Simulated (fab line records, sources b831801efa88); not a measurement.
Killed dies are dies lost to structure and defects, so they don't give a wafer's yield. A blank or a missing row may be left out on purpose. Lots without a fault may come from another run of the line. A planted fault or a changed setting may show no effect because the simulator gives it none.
A struck lot beside a sound one | flow sky130 | 19 steps out of a route of 708
Sound: wafers L914.1, L914.4, L914.6. Struck: wafer L924.2. (L924.1, L924.5 of the same lot were not struck and are left out.) The cause comes at the end.
At each step with rows: each side's tool, then ch and its chambers, then its first start. Under that, the readings that differ: sound wafers | struck wafers | difference of the means | sigmas: that difference in standard deviations of wafers without a fault.
alike: readings whose means differ by less than 2 such deviations, and words and numbers that are the same on both sides. not compared: withheld readings, readings that some wafer has no value for, bounds like >300 that may hide the same value, and numbers for which the record gives no deviation and whose values overlap.
The two part at a step that has a row with sigmas, a row that says differs or no value, or rows on one side only. Numbers that don't overlap but have no deviation are shown without sigmas and don't part them. A reading that every wafer of one side lacks parts them only if that side has two wafers or more.

SKY_METAL4_STRIP_19: strips in O2/N2.
  sound on plasma_asher-04 ch 0, day 43 05:41; struck on plasma_asher-01 ch 0, day 45 16:53
  reading                      | sound          | struck | difference | sigmas
  strip_time_to_endpoint_s (s) | 6.52 6.51 6.48 | 6.24   | -0.26      | -3
  alike: drypump_motor_current_A, oes_product_au
  not compared: rf_hours_counter_h
then, 4 steps without rows for these wafers: SKY_METAL4_STRIP_20 (strips in post etch residue remover, time 1200 s); SKY_METAL4_CLEAN_21 (cleans in IPA, time 180 s); SKY_METAL4_CLEAN_22 (cleans in O3/DIW); SKY_VIA4_HDPCVD_00 (deposits SiO2, target thk 1750 nm, time 291.7 s).
SKY_VIA4_THK_MEAS_01:
  sound on film_metro-03, day 43 06:27; struck on film_metro-02, day 45 17:39
  alike: VIA4_HDPCVD_THK
SKY_VIA4_CMP_02: polishes SiO2.
  sound on cmp-01 ch 0,1, day 43 06:35; struck on cmp-01 ch 3, day 45 17:49
  alike: edge_zone_pressure_frac, motor_current_A
SKY_VIA4_BOW_MEAS_03:
  sound on film_metro-03, day 43 06:53; struck on film_metro-01, day 45 18:01
  reading       | sound    | struck | difference | sigmas
  VIA4_BOW (um) | 69 65 67 | 86     | +19        | +2
then, 4 steps without rows for these wafers: SKY_VIA4_DEHYDRATE_04 (time 60 s); SKY_VIA4_HMDS_05 (prime time 60 s); SKY_VIA4_COAT_06 (resist thk 1140 nm); SKY_VIA4_SOFTBAKE_07 (time 60 s).
SKY_VIA4_EXPOSE_08: exposes mask VIM4, target cd 800 nm.
  sound on iline_stepper-01 ch 0, day 43 18:20; struck on iline_stepper-01 ch 0, day 46 05:22
  alike: mask
then, 2 steps without rows for these wafers: SKY_VIA4_PEB_09; SKY_VIA4_DEVELOP_10 (develop time 60 s).
SKY_VIA4_OVL_MEAS_11:
  sound on overlay-02, day 44 05:32; struck on overlay-01, day 46 15:29
  alike: VIA4_OVL
SKY_VIA4_ETCH_12: etches SiO2 in C4F8/O2/Ar, stops on TiN, target depth 580 nm.
  sound on rie_diel-04 ch 2,3, day 44 05:35; struck on rie_diel-04 ch 3, day 46 15:32
  reading               | sound             | struck | difference | sigmas
  model.VIA4.cd_nm (nm) | 797.6 797.5 795.9 | 849.6  | +52.6      |
  alike: oes_product_au
SKY_VIA4_STRIP_13: strips in O2/N2.
  sound on plasma_asher-02 ch 0,1, day 44 05:39; struck on plasma_asher-02 ch 0, day 46 15:36
  alike: drypump_motor_current_A, oes_product_au, strip_time_to_endpoint_s
  not compared: rf_hours_counter_h
-- the record jumps here: 3 days lie between the struck wafers' starts before and after (it left off in module VIA4 and takes up again in module PAD_OPEN, whose first step shown is number 708 of the route) --
SKY_PAD_OPEN_PROBE_99:
  sound on prober-02, day 47 04:58; struck on prober-01, day 49 07:13
  reading                       | sound                | struck | difference | sigmas
  killed_at_contacts            | 22 40 24             | 15     | -14        | -2
  killed_open                   | 36 49 36             | 59     | +19        | +3
  killed_short                  | 38 54 42             | 20     | -25        | -4
  model.etest.via4_chain.rc_ohm | 0.7974 0.8202 0.7924 | 0.711  | -0.092     |
  alike: defect_limited_yield, killed_at_M0_to_M3, killed_at_M4_up, killed_at_front_end, killed_at_other, killed_dies, sort_bin_3_pad_short, sort_bin_5_function, sort_bin_6_memory, sort_n_pass, sort_yield_pct

WHERE THEY PART
First at SKY_METAL4_STRIP_19; last, within this record, at SKY_PAD_OPEN_PROBE_99.

WHY: what the simulator had put in
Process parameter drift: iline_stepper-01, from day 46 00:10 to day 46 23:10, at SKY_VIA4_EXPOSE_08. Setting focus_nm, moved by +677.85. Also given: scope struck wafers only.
